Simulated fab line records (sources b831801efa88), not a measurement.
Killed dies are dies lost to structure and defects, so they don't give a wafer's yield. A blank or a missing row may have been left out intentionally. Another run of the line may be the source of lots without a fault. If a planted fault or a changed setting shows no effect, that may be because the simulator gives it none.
fab line records	flow sky130
record: lots: 11	wafers: 33	last_day: 50
route steps=708 shown POLY_GATE@204 CONTACT@410 METAL2@484 METAL3@564
lots that met no fault: from a run of the same line without faults
start_h: hours from the record's first day to the start of the lot's first wafer shown	wait_h: hours from the lot's prior step to this one	" same as the row above	L1.1+2: a single row standing in for several wafers	- either no value or no given start	* or withheld: withheld	< > ~ a bound
route shown NAME@n: a module of which the file shows steps, and the number in the route of the first	usual: mean/standard deviation of fault-free wafers	same: alike in all rows	chamber/n: place in a boat	sites: readings site by site	_std_site: standard deviation across them	_edge_site: inner sites' mean taken away from outer sites' mean	radius_mm: how far each site lies from the wafer's centre	mask NAME#n: copy n	behind: the most recent tool/chamber to have shaped the wafer	hold: why the lot was held/for how many hours/how that ended	device: which transistor (n, p or np) failed to switch	end of line: the tests these same wafers got at the end of their route	a step without rows: its recipe alone	killed: not the wafer's yield, but the dies lost to structure and defects at the first sort	map: dies across one wafer; x = killed, . = not, _ = none there
set.NAME: the setting that was run; set.NAME@STEP: the one run at that earlier step	model.NAME: the simulator's own value behind a step, which no gauge read
a sample of lots followed through the steps of the route, with each step as a table and each wafer as a row
services: from which hour (start_h, from the record's first day; less than 0 if before it) a tool's chamber was out of use, for how many hours, and why
== steps ==
step: SKY_POLY_GATE_CVD_00
recipe: material: poly-Si	target_thk_nm: 180	temp_c: 620	time_s: 720	pressure_mtorr: 200
usual: spike_tc_bottom_C: 642.0/2	spike_tc_centre_C: 622.2/1.1	spike_tc_lower_C: 619.9/1	spike_tc_top_C: 634.8/1.4	spike_tc_upper_C: 620.9/1
lot.wafer	tool	chamber	start_h	wait_h	spike_tc_bottom_C	spike_tc_centre_C	spike_tc_lower_C	spike_tc_top_C	spike_tc_upper_C
L605.1	lpcvd-01	1	319.88	0.0	640.2	621.5	618.8	634.8	621.2
L605.3	"	1	"	"	640.4	620.8	619.4	635.6	621.5
L605.5	"	1	"	"	641.4	619.1	619.8	635.3	622.1
L606.3	lpcvd-01	0	337.75	2.3	642.3	621.8	620.5	635.4	621.5
L606.4	"	0	"	"	644.6	624.3	621.8	636.4	620.0
L606.5	"	0	"	"	644.2	621.8	621.1	636.2	620.3
L609.2	lpcvd-01	0	347.35	0.0	644.1	622.9	619.6	634.3	618.6
L609.3	"	0	"	"	642.8	622.9	620.7	634.8	621.4
L609.4	"	0	"	"	645.9	623.1	619.6	637.4	620.6
L610.2	lpcvd-01	0	355.40	0.0	642.4	624.0	621.3	637.3	620.3
L610.5	"	0	"	"	644.8	620.7	620.1	635.0	619.8
L610.6	"	0	"	"	644.1	623.0	620.5	636.4	620.0
L614.4	lpcvd-01	0	388.89	0.0	633.3	612.6	607.6	624.4	610.6
L614.5	"	0	"	"	634.5	612.4	608.1	625.3	608.5
L614.6	"	0	"	"	633.3	611.0	609.4	625.4	610.7
L615.3	lpcvd-01	1	398.16	0.0	628.6	610.4	608.4	622.3	611.1
L615.4	"	1	"	"	630.5	611.2	609.0	625.8	609.7
L615.6	"	1	"	"	629.9	611.4	609.5	623.0	610.6
L616.3	lpcvd-01	1	408.08	0.0	628.7	610.2	609.2	625.5	610.1
L616.5	"	1	"	"	630.7	611.2	607.5	621.9	611.3
L616.6	"	1	"	"	631.4	613.3	607.3	622.4	609.6
L623.4	lpcvd-01	0	468.94	0.0	643.3	623.5	621.0	637.0	619.7
L623.5	"	0	"	"	644.7	624.7	620.0	636.6	620.8
L623.6	"	0	"	"	642.6	623.1	620.8	635.2	619.8
L624.1	lpcvd-01	1	475.90	0.0	640.4	622.2	617.1	634.9	621.9
L624.3	"	1	"	"	641.2	621.3	620.4	634.3	622.4
L624.4	"	1	"	"	640.2	622.4	619.6	634.1	621.6
L625.1	lpcvd-01	0	479.24	0.0	646.2	622.1	621.1	635.4	618.2
L625.2	"	0	"	"	643.1	624.1	619.3	636.5	620.7
L625.4	"	0	"	"	644.1	623.5	620.6	637.8	620.3
L627.3	lpcvd-01	1	492.13	0.6	640.6	623.4	621.2	635.1	620.7
L627.5	"	1	"	"	639.4	622.1	618.0	633.5	623.1
L627.6	"	1	"	"	639.1	622.2	619.5	633.3	620.5
step: SKY_POLY_GATE_THK_MEAS_01
recipe: reads: poly-Si_of_POLY_GATE_CVD_00
usual: POLY_GATE_CVD_00_THK: 179.6/1.8
lot.wafer	tool	chamber	start_h	wait_h	POLY_GATE_CVD_00_THK[nm]
L605.1	film_metro-03	-	321.08	0.0	178.8
L605.3	"	-	"	"	178.1
L605.5	"	-	"	"	180.1
L606.3	film_metro-01	-	338.97	0.0	177.1
L606.4	"	-	"	"	178.0
L606.5	"	-	"	"	178.6
L609.2	film_metro-02	-	348.56	0.0	178.0
L609.3	"	-	"	"	177.9
L609.4	"	-	"	"	176.2
L610.2	film_metro-03	-	356.61	0.0	179.5
L610.5	"	-	"	"	180.2
L610.6	"	-	"	"	178.5
L614.4	film_metro-02	-	390.12	0.0	142.2
L614.5	"	-	"	"	142.6
L614.6	"	-	"	"	142.7
L615.3	film_metro-02	-	399.38	0.0	140.0
L615.4	"	-	"	"	139.9
L615.6	"	-	"	"	140.7
L616.3	film_metro-02	-	409.30	0.0	137.4
L616.5	"	-	"	"	137.2
L616.6	"	-	"	"	137.9
L623.4	film_metro-03	-	470.17	0.0	178.8
L623.5	"	-	"	"	178.1
L623.6	"	-	"	"	178.6
L624.1	film_metro-02	-	477.10	0.0	180.4
L624.3	"	-	"	"	180.0
L624.4	"	-	"	"	181.3
L625.1	film_metro-01	-	480.44	0.0	179.2
L625.2	"	-	"	"	178.8
L625.4	"	-	"	"	178.9
L627.3	film_metro-02	-	493.95	0.0	177.1
L627.5	"	-	"	"	176.5
L627.6	"	-	"	"	178.9
step: SKY_POLY_GATE_ETCH_17
recipe: target_depth_nm: 180	stop_on: SiO2	over_etch_frac: 0.56667	chemistry: HBr/Cl2	target: poly-Si	icp_w: 400	bias_w: 100	pressure_mtorr: 10	HBr_flow_sccm: 150	Cl2_flow_sccm: 50	time_s: 70.5
usual: bias_w: 100.06/0.3	drypump_motor_current_A: 5.6/0.52	oes_product_au: 0.983/0.0065	throttle_valve_pct: 33.686/0.0089
lot.wafer	tool	chamber	start_h	wait_h	bias_w	drypump_motor_current_A	oes_product_au	rf_hours_counter_h	throttle_valve_pct
L605.1	rie_si-01	1	378.84	0.0	100.09	6.5	0.986	3	33.698
L605.3	"	0	"	"	100.05	5.0	0.982	1	33.681
L605.5	"	1	"	"	100.21	6.5	0.984	-	33.697
L606.3	rie_si-02	0	398.84	0.0	100.26	5.8	0.978	74	33.697
L606.4	"	1	"	"	100.06	5.8	0.979	1	33.680
L606.5	"	3	"	"	100.33	5.9	0.974	-	33.703
L609.2	rie_si-01	1	407.34	0.0	99.74	6.5	0.980	3	33.669
L609.3	"	2	"	"	99.61	5.6	0.980	5	33.695
L609.4	"	3	"	"	100.07	4.8	0.975	55	33.673
L610.2	rie_si-01	1	417.09	0.0	100.47	6.5	0.984	3	33.677
L610.5	"	1	"	"	100.33	6.5	0.986	-	33.688
L610.6	"	2	"	"	100.11	5.6	0.994	-	33.687
L614.4	rie_si-02	2	451.93	0.0	100.12	5.2	0.837	1	33.695
L614.5	"	3	"	"	100.15	5.8	0.849	-	33.685
L614.6	"	0	"	"	100.21	5.8	0.844	-	33.686
L615.3	rie_si-01	2	463.23	0.0	99.90	5.6	0.833	5	33.668
L615.4	"	3	"	"	100.06	4.8	0.837	55	33.684
L615.6	"	0	"	"	99.98	4.9	0.833	-	33.692
L616.3	rie_si-01	2	473.36	0.0	100.52	5.6	0.817	5	33.674
L616.5	"	1	"	"	99.61	6.5	0.813	-	33.687
L616.6	"	2	"	"	100.56	5.6	0.823	-	33.682
L623.4	rie_si-02	0	532.56	0.0	100.02	5.8	0.984	1	33.677
L623.5	"	1	"	"	100.42	5.8	0.983	-	33.683
L623.6	"	0	"	"	100.49	5.9	0.987	-	33.677
L624.1	rie_si-01	1	539.25	0.0	100.15	6.5	0.979	4	33.682
L624.3	"	0	"	"	99.85	4.9	0.990	2	33.683
L624.4	"	2	"	"	100.09	5.6	0.978	6	33.696
L625.1	rie_si-02	2	542.90	0.0	100.03	5.2	0.992	1	33.675
L625.2	"	0	"	"	100.01	5.8	0.991	1	33.695
L625.4	"	1	"	"	100.26	5.8	0.980	2	33.697
L627.3	rie_si-02	1	555.49	0.0	100.35	5.8	0.980	2	33.702
L627.5	"	1	"	"	100.11	5.8	0.978	-	33.687
L627.6	"	2	"	"	100.21	5.1	0.987	-	33.681
step: SKY_CONTACT_CMP_04
recipe: material: SiO2	down_force_psi: 4	platen_rpm: 60	pad_velocity_m_s: 0.94248
usual: motor_current_A: 11.6/0.98	time_to_endpoint_s: 81/3.5
lot.wafer	tool	chamber	start_h	wait_h	motor_current_A	time_to_endpoint_s
L605.1	cmp-02	0	711.45	0.1	13.3	84
L605.3	"	3	"	"	10.9	84
L605.5	"	0	"	"	12.3	81
L606.3	cmp-02	1	734.48	0.1	10.4	82
L606.4	"	3	"	"	11.2	79
L606.5	"	0	"	"	12.9	79
L609.2	cmp-02	3	742.16	0.0	11.5	86
L609.4	"	1	"	"	10.2	88
L609.3	"	2	"	"	12.1	86
L610.2	cmp-01	2	747.54	0.0	13.8	77
L610.5	"	2	"	"	13.6	78
L610.6	"	3	"	"	11.3	79
L614.4	cmp-02	3	776.70	0.1	10.6	84
L614.5	"	2	"	"	12.8	82
L614.6	"	3	"	"	11.1	84
L615.4	cmp-01	2	789.12	0.1	13.1	82
L615.3	"	3	"	"	11.3	85
L615.6	"	1	"	"	11.2	84
L616.3	cmp-02	0	799.47	0.1	13.0	80
L616.6	"	2	"	"	12.0	81
L616.5	"	3	"	"	10.8	82
L623.4	cmp-02	0	848.41	0.0	12.4	79
L623.5	"	0	"	"	12.2	81
L623.6	"	1	"	"	10.7	82
L624.3	cmp-02	1	855.94	0.1	10.4	87
L624.4	"	2	"	"	12.5	83
L624.1	"	0	"	"	12.3	80
L625.1	cmp-02	0	856.51	0.1	12.3	76
L625.4	"	2	"	"	12.3	78
L625.2	"	3	"	"	11.0	73
L627.3	cmp-02	1	868.58	0.1	10.5	93
L627.5	"	0	"	"	12.6	87
L627.6	"	1	"	"	10.4	87
step: SKY_METAL2_SPUTTER_01
recipe: material: TiN	target_thk_nm: 20	power_w: 6500	time_s: 16.7	chamber_pressure_pa: 0.4
usual: throttle_valve_pct: 30.5/1.2
lot.wafer	tool	chamber	start_h	wait_h	throttle_valve_pct
L605.1	pvd_sputter-01	-	796.15	0.0	30.4
L605.3	"	-	"	"	32.1
L605.5	"	-	"	"	32.2
L606.3	pvd_sputter-03	-	819.23	0.0	29.9
L606.4	"	-	"	"	30.2
L606.5	"	-	"	"	29.7
L609.2	pvd_sputter-01	-	826.88	0.0	28.5
L609.3	"	-	"	"	31.2
L609.4	"	-	"	"	32.1
L610.2	pvd_sputter-01	-	832.05	0.0	32.1
L610.5	"	-	"	"	30.4
L610.6	"	-	"	"	32.1
L614.4	pvd_sputter-02	-	860.56	0.0	30.8
L614.5	"	-	"	"	29.2
L614.6	"	-	"	"	29.2
L615.3	pvd_sputter-01	-	872.78	0.0	28.1
L615.4	"	-	"	"	32.0
L615.6	"	-	"	"	30.7
L616.3	pvd_sputter-02	-	882.38	0.0	29.3
L616.5	"	-	"	"	29.3
L616.6	"	-	"	"	29.1
L623.4	pvd_sputter-01	-	929.43	0.0	32.3
L623.5	"	-	"	"	32.1
L623.6	"	-	"	"	30.6
L624.1	pvd_sputter-01	-	937.78	0.0	30.2
L624.3	"	-	"	"	32.2
L624.4	"	-	"	"	28.4
L625.1	pvd_sputter-03	-	938.34	0.0	30.0
L625.2	"	-	"	"	31.2
L625.4	"	-	"	"	30.6
L627.3	pvd_sputter-01	-	948.90	0.0	32.1
L627.5	"	-	"	"	28.2
L627.6	"	-	"	"	31.3
step: SKY_METAL3_OVL_MEAS_14
usual: METAL3_OVL: 1/5.8
lot.wafer	tool	chamber	start_h	wait_h	METAL3_OVL[nm]
L605.1	overlay-02	-	904.78	0.1	-1
L605.3	"	-	"	"	9
L605.5	"	-	"	"	4
L606.3	overlay-02	-	926.47	0.1	-1
L606.4	"	-	"	"	-5
L606.5	"	-	"	"	-6
L609.2	overlay-01	-	932.42	0.1	9
L609.3	"	-	"	"	6
L609.4	"	-	"	"	10
L610.2	overlay-01	-	937.81	0.1	-1
L610.5	"	-	"	"	-1
L610.6	"	-	"	"	-3
L614.4	overlay-02	-	965.37	0.1	-10
L614.5	"	-	"	"	-10
L614.6	"	-	"	"	-5
L615.3	overlay-01	-	975.19	0.1	6
L615.4	"	-	"	"	5
L615.6	"	-	"	"	5
L616.3	overlay-01	-	983.59	0.1	6
L616.5	"	-	"	"	4
L616.6	"	-	"	"	4
L623.4	overlay-01	-	1028.69	0.1	5
L623.5	"	-	"	"	5
L623.6	"	-	"	"	6
L624.1	overlay-01	-	1035.57	0.1	7
L624.3	"	-	"	"	4
L624.4	"	-	"	"	10
L625.1	overlay-01	-	1036.52	0.1	6
L625.2	"	-	"	"	14
L625.4	"	-	"	"	6
L627.3	overlay-02	-	1046.73	0.1	-1
L627.5	"	-	"	"	0
L627.6	"	-	"	"	0
== services ==
tool	chamber	start_h	hours	kind
cmp-02	-	340.94	2.1	repair
cmp-02	-	404.00	4.0	pm
cmp-02	-	419.25	2.0	repair
pvd_sputter-01	-	424.14	5.1	repair
cmp-02	-	478.71	0.2	repair
pvd_sputter-01	-	547.86	0.6	repair
cmp-02	-	548.00	1.6	repair
lpcvd-01	-	560.95	0.3	repair
cmp-02	-	578.49	1.3	repair
cmp-02	-	578.94	12.5	repair
cmp-02	-	580.24	2.9	repair
cmp-02	-	588.97	0.2	repair
cmp-02	-	596.51	1.9	repair
cmp-02	-	630.84	0.5	repair
pvd_sputter-01	-	637.15	0.9	repair
cmp-02	-	663.57	6.4	pm
cmp-02	-	688.09	0.6	repair
cmp-02	-	694.45	5.5	pm
pvd_sputter-01	-	743.41	2.3	repair
cmp-02	-	744.29	4.0	pm
cmp-02	-	745.61	0.8	repair
cmp-02	-	797.19	1.8	repair
pvd_sputter-01	-	856.86	5.8	repair
cmp-02	-	908.88	16.6	pm
== key ==
first_sign: step: SKY_POLY_GATE_CVD_00	reading: spike_tc_lower_C	direction: down	sigmas: 11	usual: 619.9	struck: 608.4
effect: step: SKY_POLY_GATE_CVD_00	reading: spike_tc_upper_C	direction: down	sigmas: 10	usual: 620.9	struck: 610.2
effect: step: SKY_POLY_GATE_THK_MEAS_01	reading: POLY_GATE_CVD_00_THK	direction: down	sigmas: 22	usual: 179.6	struck: 140.1
effect: step: SKY_POLY_GATE_ETCH_17	reading: oes_product_au	direction: down	sigmas: 23	usual: 0.983	struck: 0.832
met_at SKY_POLY_GATE_CVD_00
struck_lots L614,L615,L616
tester_left_out L614,L615,L616
not_acting_at SKY_CONTACT_CMP_04,SKY_METAL2_SPUTTER_01,SKY_METAL3_OVL_MEAS_14
onset_between 355.40 388.89
fault: kind: process_parameter_drift	tool: lpcvd-01	chamber: -	onset_h: 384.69	steps: SKY_POLY_GATE_CVD_00	channel: temp_c	offset: *	shape: step	end_h: 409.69	stated: *
tester_left_out: of these lots the tester's yield and bins aren't shown, on N5 and GAA mostly nor the transistor test; their killed dies are dies lost to structure and defects alone, not to doping, threshold or leakage, so they don't give the yield
